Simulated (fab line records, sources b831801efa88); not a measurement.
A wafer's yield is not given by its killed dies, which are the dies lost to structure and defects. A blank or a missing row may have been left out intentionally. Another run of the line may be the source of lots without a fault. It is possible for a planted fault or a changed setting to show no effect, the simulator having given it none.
A struck lot beside a sound one	flow sky130	18 steps out of a route of 708
Sound: these wafers, L914.3, L914.4, L914.5. Wafers struck: L911.4, L911.5. The cause is given at the end.
Each step with rows lists, per side, the tool, then ch with its chambers, then its first start. Under that, the readings that differ: sound wafers	struck wafers	difference of the means	sigmas: that difference in standard deviations of wafers without a fault.
alike: readings with means less than 2 such deviations apart, plus words and numbers identical on both sides. not compared: withheld readings, readings lacking a value on some wafer, bounds such as >300 that could conceal the same value, and numbers that have no deviation in the record and whose values overlap.
A row with sigmas, a row that says differs or no value, or rows on one side alone: a step with any of these is where the two part. Non-overlapping numbers with no deviation appear without sigmas and do not part them. Lack of a reading on every wafer of one side parts them only where that side has two or more wafers.

first, 4 steps without rows for these wafers: SKY_VT_ADJUST_LVTN_SOFTBAKE_14 (time 60 s); SKY_VT_ADJUST_LVTN_EXPOSE_15 (exposes mask HVN STD DERIVED, target cd 600 nm); SKY_VT_ADJUST_LVTN_PEB_16; SKY_VT_ADJUST_LVTN_DEVELOP_17 (develop time 60 s).
SKY_VT_ADJUST_LVTN_OVL_MEAS_18:
  sound: overlay-02 at day 11 23:40; struck: overlay-01 at day 11 07:27
  alike: VT_ADJUST_LVTN_01_OVL
then, 1 step without rows for these wafers: SKY_VT_ADJUST_LVTN_IMPLANT_19.
SKY_VT_ADJUST_LVTN_STRIP_20: strips in O2/N2.
  sound on plasma asher-03 ch 0,1, day 11 23:52; struck on plasma asher-02 ch 0, day 11 07:39
  alike: drypump motor current A, oes product au, strip time to endpoint s
  not compared: rf hours counter h
SKY_VT_ADJUST_LVTN_TW_MEAS_21:
  sound: film metro-01 at day 11 23:57; struck: film metro-01 at day 11 07:45
  alike: VT_ADJUST_LVTN_2_TW
then, 4 steps without rows for these wafers: SKY_VT_ADJUST_NCORE_DEHYDRATE_00 (time 60 s); SKY_VT_ADJUST_NCORE_HMDS_01 (prime time 60 s); SKY_VT_ADJUST_NCORE_COAT_02 (resist thk 1140 nm); SKY_VT_ADJUST_NCORE_SOFTBAKE_03 (time 60 s).
SKY_VT_ADJUST_NCORE_EXPOSE_04: exposes mask LVTN COMPLEMENT THIN, target cd 380 nm.
  sound on iline stepper-01 ch 0, day 12 12:14; struck on iline stepper-02 ch 0, day 11 19:26
  alike: mask
then, 2 steps without rows for these wafers: SKY_VT_ADJUST_NCORE_PEB_05; SKY_VT_ADJUST_NCORE_DEVELOP_06 (develop time 60 s).
SKY_VT_ADJUST_NCORE_CD_MEAS_07: the cd target is 380 nm.
  sound: cd sem-02 at day 12 23:34; struck: cd sem-02 at day 12 07:11
reading	sound	struck	difference	sigmas
cd nm (nm)	381.4 381.5 382.3	358.7 359.3	-22.7	-8
SKY_VT_ADJUST_NCORE_OVL_MEAS_08:
  sound: overlay-01 at day 12 23:40; struck: overlay-01 at day 12 07:16
  alike: VT_ADJUST_NCORE_OVL
-- the record jumps here: 37 days lie between the struck wafers' starts before and after (it left off in module VT_ADJUST_NCORE and takes up again in module PAD_OPEN, whose first step shown is number 708 of the route) --
SKY_PAD_OPEN_PROBE_99:
  the record has rows for the struck wafers here (prober-01, day 49 02:53) and none for the sound ones

## WHERE THEY PART
Last at SKY_PAD_OPEN_PROBE_99 as far as this record goes, first at SKY_VT_ADJUST_NCORE_CD_MEAS_07.

WHY: the cause the simulator had injected
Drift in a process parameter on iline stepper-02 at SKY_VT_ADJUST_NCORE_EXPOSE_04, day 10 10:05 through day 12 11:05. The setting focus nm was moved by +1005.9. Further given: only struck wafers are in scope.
